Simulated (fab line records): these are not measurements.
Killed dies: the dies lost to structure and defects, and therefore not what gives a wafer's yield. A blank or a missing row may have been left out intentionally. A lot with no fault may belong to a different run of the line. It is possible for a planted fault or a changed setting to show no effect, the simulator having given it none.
A struck lot beside a sound one | flow gf180mcu | 16 out of 602 route steps
Sound: wafers L745.1, L745.3, L745.4. The struck wafers were L747.1, L747.3, L747.4. The cause is named last.
At each step with rows: each side's tool, then ch and its chambers, then its first start. Under that, the readings that differ: sound wafers | struck wafers | difference of the means | sigmas: that difference in standard deviations of wafers without a fault.
alike: words and numbers the same on both sides, and readings whose means are apart by under 2 such deviations; not compared: readings that were withheld, readings missing a value for some wafer, numbers with overlapping values and no deviation given by the record, and bounds like >300 which may hide the same value.
Wherever a step has rows on one side only, a row that says differs or no value, or a row with sigmas, the two part there. Numbers that have no deviation but don't overlap get no sigmas and don't part them. A reading missing from all wafers of one side parts the sides only when that side holds two or more wafers.

first, 3 steps without rows for these wafers: GF_V1_EXPOSE_11 (exposes mask Via1, target cd 260 nm); GF_V1_PEB_12 (peb time 90 s); GF_V1_DEVELOP_13 (develop time 60 s).
GF_V1_CD_MEAS_14: the cd target is 260 nm.
  sound on cd_sem-02 at day 18 05:01; struck on cd_sem-02 at day 19 01:31
  reading    | sound             | struck            | difference | sigmas
  cd_nm (nm) | 258.1 259.3 259.2 | 261.3 261.3 262.3 | +2.8       | +3
GF_V1_OVL_MEAS_15:
  sound on overlay-02 at day 18 05:08; struck on overlay-02 at day 19 01:38
  reading     | sound   | struck   | difference | sigmas
  V1_OVL (nm) | 10 13 2 | -8 -4 -5 | -14        | -3
GF_V1_ETCH_16: etches BARC in N2/H2.
  sound on rie_diel-01 ch 0,1,2, day 18 05:10; struck on rie_diel-01 ch 0,2,3, day 19 01:40
  alike: chamber_pressure_mTorr, drypump_motor_current_A, oes_product_au, throttle_valve_pct
GF_V1_ETCH_17: etches SiO2 in C4F8/O2/Ar, stops on TiN, target depth 630 nm.
  sound: rie_diel-01 ch 0,1,2; struck: rie_diel-01 ch 0,2,3
  alike: chamber_pressure_mTorr, oes_product_au
then, 3 steps without rows for these wafers: GF_V1_STRIP_18 (strips in O2/N2); GF_V1_STRIP_19 (strips in post etch residue remover, time 1200 s); GF_V1_CLEAN_20 (cleans in DIW).
GF_V1_SPUTTER_21: material Ti, target thk 15 nm, time 80.02 s.
  sound on pvd_sputter-03 at day 18 05:50; struck on pvd_sputter-01 at day 19 02:20
  alike: substrate_temp_c, throttle_valve_pct
GF_V1_SPUTTER_22: material TiN, target thk 10 nm, time 40 s.
  sound on pvd_sputter-03 at day 18 05:53; struck on pvd_sputter-01 at day 19 02:23
  alike: throttle_valve_pct
GF_V1_CVD_23: deposits W, target thk 350 nm, time 105.05 s.
  sound on cvd_w-01 ch 0,1, day 18 05:56; struck on cvd_w-01 ch 0,1, day 19 02:26
  reading                          | sound           | struck            | difference | sigmas
  model.W_of_V1_CVD_23.thk_nm (nm) | 342.9 345.9 348 | 323.9 325.3 321.7 | -22.0      |
  alike: chamber_pressure_Torr, heater_power_w
GF_V1_RS_MEAS_24: measures by four-point-probe.
  sound on film_metro-03 at day 18 06:02; struck on film_metro-03 at day 19 02:32
  reading          | sound                | struck               | difference | sigmas
  V1_W_RS (ohm/sq) | 0.3349 0.3306 0.3296 | 0.3536 0.3528 0.3560 | +0.0224    | +7
GF_V1_THK_MEAS_25: measures by xrf.
  sound on film_metro-03 at day 18 06:10; struck on film_metro-03 at day 19 02:40
  reading       | sound       | struck      | difference | sigmas
  V1_W_THK (nm) | 349 351 354 | 331 330 325 | -23        | -5
GF_V1_CMP_26: polishes, stops on SiO2, t overpolish 15 s, target thk 0 nm.
  sound on cmp-01 ch 1,2,3, day 18 06:23; struck on cmp-01 ch 0,2,3, day 19 02:46
  alike: motor_current_A, platen_rpm

== WHERE THEY PART ==
At GF_V1_CD_MEAS_14 first; at GF_V1_THK_MEAS_25 last (within this record only). Later steps at which nothing parts them and some readings are alike: GF_V1_CMP_26.

WHY: what the simulator had put in
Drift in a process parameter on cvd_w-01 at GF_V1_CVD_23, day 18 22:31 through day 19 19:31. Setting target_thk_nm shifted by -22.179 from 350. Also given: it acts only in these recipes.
